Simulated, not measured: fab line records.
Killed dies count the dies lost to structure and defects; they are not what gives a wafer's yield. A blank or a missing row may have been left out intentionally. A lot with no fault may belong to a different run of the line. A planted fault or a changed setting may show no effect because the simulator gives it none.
fab line records + flow gf180mcu
record
- lots=14
- wafers=42
- lastDay=34
route steps=602 shown M3@411 V3@440
lots with no fault: from the same line, run without faults
startH: the number of hours between the record's first day and the start of the first shown wafer of the lot + waitH: how many hours have passed since the lot's step before this one + " the same as in the row above + L1.1+2: one row covering several wafers at once + - no value, or no start was given + * or withheld: withheld + < > ~ a bound
route shown NAME@n: a module of which the file shows steps, and the number in the route of the first + usual: average and standard deviation across the fault-free wafers + same: alike in all rows + chamber/n: place in a boat + sites: per-site readings + _std_site: how widely they spread, as a standard deviation + _edge_site: the outer-site mean with the inner-site mean subtracted + radiusMm: how far each site lies from the wafer's centre + mask NAME#n: copy n + behind: the tool/chamber that last shaped the wafer + hold: what put the lot on hold/how long, in hours/how the hold closed + device: transistor that didn't switch, given as n, p or np + end of line: the route-end tests of the same wafers + step lacking rows: just its recipe + killed: at the first sort, the dies lost to defects and structure; wafer yield is something else + map: a wafer's dies, x killed, . not, _ none there
set.NAME: the run value of the setting; set.NAME@STEP: its run value at that earlier step + model.NAME: the simulator's own value behind a step, which no gauge read
steps of the route over a sample of lots; a table a step, a row a wafer
services: the hour from which a tool's chamber was out of use, counted from the record's first day as startH (under 0 if before that day), plus the number of hours and why
## steps
# step GF_M3_SPUTTER_02
# recipe
- material=AlCu
- targetThkNm=450
- powerW=10600
- timeS=23.9
- chamberPressurePa=0.4
# usual
- throttleValvePct=30.9/0.94
| lot.wafer | tool          | chamber | startH | waitH | throttleValvePct |
|-----------|---------------|---------|--------|-------|------------------|
| L443.2    | pvdSputter-04 | -       | 475.84 | 0.0   | 31.9             |
| L443.3    | "             | -       | "      | "     | 28.9             |
| L443.6    | "             | -       | "      | "     | 29.9             |
| L444.1    | pvdSputter-02 | -       | 484.59 | 0.0   | 31.7             |
| L444.3    | "             | -       | "      | "     | 31.1             |
| L444.5    | "             | -       | "      | "     | 31.9             |
| L446.1    | pvdSputter-02 | -       | 499.99 | 0.0   | 31.1             |
| L446.3    | "             | -       | "      | "     | 31.9             |
| L446.6    | "             | -       | "      | "     | 31.7             |
| L447.3    | pvdSputter-03 | -       | 503.39 | 0.0   | 30.7             |
| L447.4    | "             | -       | "      | "     | 29.5             |
| L447.6    | "             | -       | "      | "     | 29.4             |
| L448.1    | pvdSputter-02 | -       | 519.30 | 0.0   | 31.5             |
| L448.2    | "             | -       | "      | "     | 30.3             |
| L448.6    | "             | -       | "      | "     | 30.4             |
| L449.1    | pvdSputter-02 | -       | 525.75 | 0.0   | 31.6             |
| L449.3    | "             | -       | "      | "     | 30.3             |
| L449.4    | "             | -       | "      | "     | 31.5             |
| L450.2    | pvdSputter-02 | -       | 538.17 | 0.0   | 31.5             |
| L450.4    | "             | -       | "      | "     | 31.5             |
| L450.6    | "             | -       | "      | "     | 31.3             |
| L452.1    | pvdSputter-02 | -       | 551.42 | 0.0   | 30.3             |
| L452.2    | "             | -       | "      | "     | 30.9             |
| L452.6    | "             | -       | "      | "     | 30.1             |
| L454.2    | pvdSputter-02 | -       | 572.34 | 0.0   | 30.3             |
| L454.5    | "             | -       | "      | "     | 31.6             |
| L454.6    | "             | -       | "      | "     | 31.3             |
| L455.1    | pvdSputter-02 | -       | 586.83 | 0.0   | 30.1             |
| L455.4    | "             | -       | "      | "     | 31.7             |
| L455.6    | "             | -       | "      | "     | 32.0             |
| L456.2    | pvdSputter-02 | -       | 588.93 | 0.0   | 31.6             |
| L456.4    | "             | -       | "      | "     | 31.6             |
| L456.5    | "             | -       | "      | "     | 31.6             |
| L457.1    | pvdSputter-02 | -       | 594.00 | 0.0   | 31.4             |
| L457.2    | "             | -       | "      | "     | 30.3             |
| L457.4    | "             | -       | "      | "     | 31.2             |
| L461.2    | pvdSputter-02 | -       | 619.02 | 0.0   | 31.6             |
| L461.5    | "             | -       | "      | "     | 31.2             |
| L461.6    | "             | -       | "      | "     | 31.6             |
| L465.2    | pvdSputter-02 | -       | 653.66 | 0.0   | 32.0             |
| L465.3    | "             | -       | "      | "     | 30.2             |
| L465.4    | "             | -       | "      | "     | 31.2             |
# step GF_M3_THK_MEAS_06
# recipe
- thkMeasGauge=xrf
- reads=AlCu_of_M3_SPUTTER_02
# usual
- M3_ALCU_THK=446/4.6
| lot.wafer | tool         | chamber | startH | waitH | M3_ALCU_THK[nm] |
|-----------|--------------|---------|--------|-------|-----------------|
| L443.2    | filmMetro-03 | -       | 476.06 | 0.1   | 455             |
| L443.3    | "            | -       | "      | "     | 448             |
| L443.6    | "            | -       | "      | "     | 446             |
| L444.1    | filmMetro-01 | -       | 484.80 | 0.1   | 443             |
| L444.3    | "            | -       | "      | "     | 443             |
| L444.5    | "            | -       | "      | "     | 443             |
| L446.1    | filmMetro-01 | -       | 500.20 | 0.1   | 448             |
| L446.3    | "            | -       | "      | "     | 447             |
| L446.6    | "            | -       | "      | "     | 445             |
| L447.3    | filmMetro-03 | -       | 503.62 | 0.1   | 443             |
| L447.4    | "            | -       | "      | "     | 440             |
| L447.6    | "            | -       | "      | "     | 442             |
| L448.1    | filmMetro-02 | -       | 519.51 | 0.1   | 446             |
| L448.2    | "            | -       | "      | "     | 449             |
| L448.6    | "            | -       | "      | "     | 450             |
| L449.1    | filmMetro-02 | -       | 525.96 | 0.1   | 454             |
| L449.3    | "            | -       | "      | "     | 448             |
| L449.4    | "            | -       | "      | "     | 447             |
| L450.2    | filmMetro-03 | -       | 538.39 | 0.1   | 447             |
| L450.4    | "            | -       | "      | "     | 452             |
| L450.6    | "            | -       | "      | "     | 453             |
| L452.1    | filmMetro-02 | -       | 551.63 | 0.1   | 456             |
| L452.2    | "            | -       | "      | "     | 451             |
| L452.6    | "            | -       | "      | "     | 455             |
| L454.2    | filmMetro-01 | -       | 572.56 | 0.1   | 440             |
| L454.5    | "            | -       | "      | "     | 434             |
| L454.6    | "            | -       | "      | "     | 437             |
| L455.1    | filmMetro-01 | -       | 587.04 | 0.1   | 444             |
| L455.4    | "            | -       | "      | "     | 442             |
| L455.6    | "            | -       | "      | "     | 439             |
| L456.2    | filmMetro-01 | -       | 589.15 | 0.1   | 447             |
| L456.4    | "            | -       | "      | "     | 448             |
| L456.5    | "            | -       | "      | "     | 453             |
| L457.1    | filmMetro-01 | -       | 594.21 | 0.1   | 447             |
| L457.2    | "            | -       | "      | "     | 449             |
| L457.4    | "            | -       | "      | "     | 448             |
| L461.2    | filmMetro-01 | -       | 619.24 | 0.1   | 449             |
| L461.5    | "            | -       | "      | "     | 444             |
| L461.6    | "            | -       | "      | "     | 444             |
| L465.2    | filmMetro-03 | -       | 653.88 | 0.1   | 448             |
| L465.3    | "            | -       | "      | "     | 448             |
| L465.4    | "            | -       | "      | "     | 446             |
# step GF_M3_CD_MEAS_14
# recipe
- targetCdNm=280
# usual
- cdNm=279.6/0.98
| lot.wafer | tool     | chamber | startH | waitH | cdNm  |
|-----------|----------|---------|--------|-------|-------|
| L443.2    | cdSem-01 | -       | 499.14 | 0.1   | 279.5 |
| L443.3    | "        | -       | "      | "     | 279.6 |
| L443.6    | "        | -       | "      | "     | 280.3 |
| L444.1    | cdSem-01 | -       | 508.16 | 0.1   | 279.1 |
| L444.3    | "        | -       | "      | "     | 279.1 |
| L444.5    | "        | -       | "      | "     | 279.3 |
| L446.1    | cdSem-01 | -       | 523.57 | 0.1   | 280.5 |
| L446.3    | "        | -       | "      | "     | 280.0 |
| L446.6    | "        | -       | "      | "     | 280.5 |
| L447.3    | cdSem-02 | -       | 526.20 | 0.1   | 279.9 |
| L447.4    | "        | -       | "      | "     | 279.8 |
| L447.6    | "        | -       | "      | "     | 279.6 |
| L448.1    | cdSem-02 | -       | 542.03 | 0.1   | 280.8 |
| L448.2    | "        | -       | "      | "     | 279.4 |
| L448.6    | "        | -       | "      | "     | 280.4 |
| L449.1    | cdSem-02 | -       | 548.47 | 0.1   | 280.5 |
| L449.3    | "        | -       | "      | "     | 280.1 |
| L449.4    | "        | -       | "      | "     | 280.9 |
| L450.2    | cdSem-01 | -       | 560.79 | 0.1   | 279.0 |
| L450.4    | "        | -       | "      | "     | 278.5 |
| L450.6    | "        | -       | "      | "     | 279.1 |
| L452.1    | cdSem-01 | -       | 573.17 | 0.1   | 279.8 |
| L452.2    | "        | -       | "      | "     | 279.5 |
| L452.6    | "        | -       | "      | "     | 280.0 |
| L454.2    | cdSem-01 | -       | 593.45 | 0.1   | 281.6 |
| L454.5    | "        | -       | "      | "     | 279.7 |
| L454.6    | "        | -       | "      | "     | 280.1 |
| L455.1    | cdSem-01 | -       | 607.87 | 0.1   | 277.7 |
| L455.4    | "        | -       | "      | "     | 278.8 |
| L455.6    | "        | -       | "      | "     | 278.3 |
| L456.2    | cdSem-01 | -       | 610.63 | 0.1   | 280.7 |
| L456.4    | "        | -       | "      | "     | 280.2 |
| L456.5    | "        | -       | "      | "     | 280.0 |
| L457.1    | cdSem-01 | -       | 614.77 | 0.1   | 278.5 |
| L457.2    | "        | -       | "      | "     | 278.3 |
| L457.4    | "        | -       | "      | "     | 277.7 |
| L461.2    | cdSem-01 | -       | 639.49 | 0.1   | 280.1 |
| L461.5    | "        | -       | "      | "     | 279.1 |
| L461.6    | "        | -       | "      | "     | 280.3 |
| L465.2    | cdSem-01 | -       | 671.85 | 0.1   | 280.3 |
| L465.3    | "        | -       | "      | "     | 280.1 |
| L465.4    | "        | -       | "      | "     | 279.9 |
# step GF_V3_EXPOSE_11
# recipe
- maskId=Via3
- targetCdNm=260
- na=0.68
- sourceShape=conventional
- sigmaOuter=0.6
- doseMj=38
# usual
- exposureDoseMJCm2=37.97/0.044
- focusOffsetNm=0.1/0.52
| lot.wafer | tool          | chamber | startH | waitH | mask   | exposureDoseMJCm2 | focusOffsetNm |
|-----------|---------------|---------|--------|-------|--------|-------------------|---------------|
| L443.2    | krfScanner-01 | 0       | 512.87 | -     | Via3#0 | 38.06             | -0.2          |
| L443.3    | "             | 0       | "      | "     | Via3#0 | 37.99             | 0.2           |
| L443.6    | "             | 0       | "      | "     | Via3#0 | 38.00             | -0.2          |
| L444.1    | krfScanner-01 | 0       | 521.40 | -     | Via3#0 | 38.05             | 0.9           |
| L444.3    | "             | 0       | "      | "     | Via3#0 | 37.99             | 0.9           |
| L444.5    | "             | 0       | "      | "     | Via3#0 | 38.03             | -0.1          |
| L446.1    | krfScanner-02 | 0       | 537.27 | -     | Via3#0 | 37.92             | -0.6          |
| L446.3    | "             | 0       | "      | "     | Via3#0 | 37.94             | -0.6          |
| L446.6    | "             | 0       | "      | "     | Via3#0 | 37.97             | -0.5          |
| L447.3    | krfScanner-01 | 0       | 539.76 | -     | Via3#0 | 38.01             | -0.2          |
| L447.4    | "             | 0       | "      | "     | Via3#0 | 37.99             | -0.1          |
| L447.6    | "             | 0       | "      | "     | Via3#0 | 37.98             | -0.8          |
| L448.1    | krfScanner-01 | 0       | 555.18 | -     | Via3#0 | 37.97             | -0.3          |
| L448.2    | "             | 0       | "      | "     | Via3#0 | 37.97             | 0.0           |
| L448.6    | "             | 0       | "      | "     | Via3#0 | 37.93             | 0.4           |
| L449.1    | krfScanner-02 | 0       | 561.31 | -     | Via3#0 | 37.95             | 0.3           |
| L449.3    | "             | 0       | "      | "     | Via3#0 | 37.93             | 0.2           |
| L449.4    | "             | 0       | "      | "     | Via3#0 | 37.91             | 0.3           |
| L450.2    | krfScanner-02 | 0       | 573.05 | -     | Via3#0 | 37.95             | 0.4           |
| L450.4    | "             | 0       | "      | "     | Via3#0 | 37.95             | 0.4           |
| L450.6    | "             | 0       | "      | "     | Via3#0 | 37.93             | 0.1           |
| L452.1    | krfScanner-02 | 0       | 586.12 | -     | Via3#0 | 37.87             | 1.1           |
| L452.2    | "             | 0       | "      | "     | Via3#0 | 37.93             | 0.3           |
| L452.6    | "             | 0       | "      | "     | Via3#0 | 37.94             | 0.5           |
| L454.2    | krfScanner-02 | 0       | 605.85 | -     | Via3#0 | 37.97             | -0.2          |
| L454.5    | "             | 0       | "      | "     | Via3#0 | 37.97             | -0.1          |
| L454.6    | "             | 0       | "      | "     | Via3#0 | 37.92             | 0.4           |
| L455.1    | krfScanner-02 | -       | 619.47 | -     | Via3#0 | -                 | -             |
| L455.4    | "             | -       | "      | "     | Via3#0 | -                 | -             |
| L455.6    | "             | -       | "      | "     | Via3#0 | -                 | -             |
| L456.2    | krfScanner-01 | -       | 622.59 | -     | Via3#0 | -                 | -             |
| L456.4    | "             | -       | "      | "     | Via3#0 | -                 | -             |
| L456.5    | "             | -       | "      | "     | Via3#0 | -                 | -             |
| L457.1    | krfScanner-01 | 0       | 626.48 | -     | Via3#0 | 37.98             | 0.2           |
| L457.2    | "             | 0       | "      | "     | Via3#0 | 37.99             | 0.1           |
| L457.4    | "             | 0       | "      | "     | Via3#0 | 38.05             | -0.3          |
| L461.2    | krfScanner-01 | 0       | 651.34 | -     | Via3#0 | 37.95             | 0.5           |
| L461.5    | "             | 0       | "      | "     | Via3#0 | 38.08             | 0.2           |
| L461.6    | "             | 0       | "      | "     | Via3#0 | 38.07             | 0.6           |
| L465.2    | krfScanner-01 | 0       | 682.50 | -     | Via3#0 | 38.04             | -0.2          |
| L465.3    | "             | 0       | "      | "     | Via3#0 | 38.03             | -0.3          |
| L465.4    | "             | 0       | "      | "     | Via3#0 | 38.03             | -0.6          |
## services
| tool          | chamber | startH | hours | kind   |
|---------------|---------|--------|-------|--------|
| krfScanner-02 | -       | 452.54 | 1.0   | pm     |
| krfScanner-02 | -       | 455.12 | 0.8   | pm     |
| krfScanner-01 | -       | 472.95 | 0.7   | repair |
| krfScanner-02 | -       | 473.61 | 1.3   | pm     |
| krfScanner-01 | -       | 488.91 | 1.0   | pm     |
| krfScanner-02 | -       | 505.15 | 4.0   | pm     |
| pvdSputter-02 | -       | 507.08 | 2.2   | repair |
| krfScanner-02 | -       | 511.16 | 2.2   | repair |
| krfScanner-02 | -       | 512.94 | 0.3   | repair |
| krfScanner-02 | -       | 539.23 | 0.4   | repair |
| pvdSputter-04 | -       | 546.64 | 8.8   | repair |
| krfScanner-02 | -       | 551.14 | 1.6   | repair |
| krfScanner-02 | -       | 560.70 | 0.3   | repair |
| pvdSputter-03 | -       | 566.60 | 1.1   | repair |
| krfScanner-01 | -       | 589.22 | 1.3   | pm     |
| krfScanner-02 | -       | 596.39 | 0.3   | repair |
| krfScanner-02 | -       | 621.54 | 1.0   | pm     |
| krfScanner-02 | -       | 623.83 | 0.8   | pm     |
| krfScanner-01 | -       | 645.26 | 2.7   | repair |
| krfScanner-02 | -       | 649.17 | 1.3   | pm     |
| pvdSputter-02 | -       | 649.45 | 1.7   | repair |
| krfScanner-02 | -       | 650.47 | 3.6   | pm     |
| krfScanner-01 | -       | 657.91 | 1.0   | pm     |
| pvdSputter-02 | -       | 673.94 | 5.4   | repair |
## key
firstSign
- step=GF_V3_EXPOSE_11
- reading=toolRecord
- direction=missing
effect none on later readings
metAt GF_V3_EXPOSE_11
struckLots L455,L456
laterRowsLeftOut L455.1,L455.4,L455.6,L456.2,L456.4,L456.5
sortLeftOut L455.1,L455.4,L455.6,L456.2,L456.4,L456.5
notActingAt GF_M3_SPUTTER_02,GF_M3_THK_MEAS_06,GF_M3_CD_MEAS_14
onsetBetween 605.85 619.47
fault
- kind=skippedStepWhole
- tool=krfScanner-01,krfScanner-02
- chamber=-
- onsetH=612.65
- steps=GF_V3_EXPOSE_11
- scope=struckLotsOnly
# sortLeftOut: the simulated sort isn't trusted on such a fault, so these wafers' sort isn't shown, and their yield isn't known
# laterRowsLeftOut: the simulator's readings of these wafers behind a module that went badly wrong aren't trusted and aren't shown, but for the sort
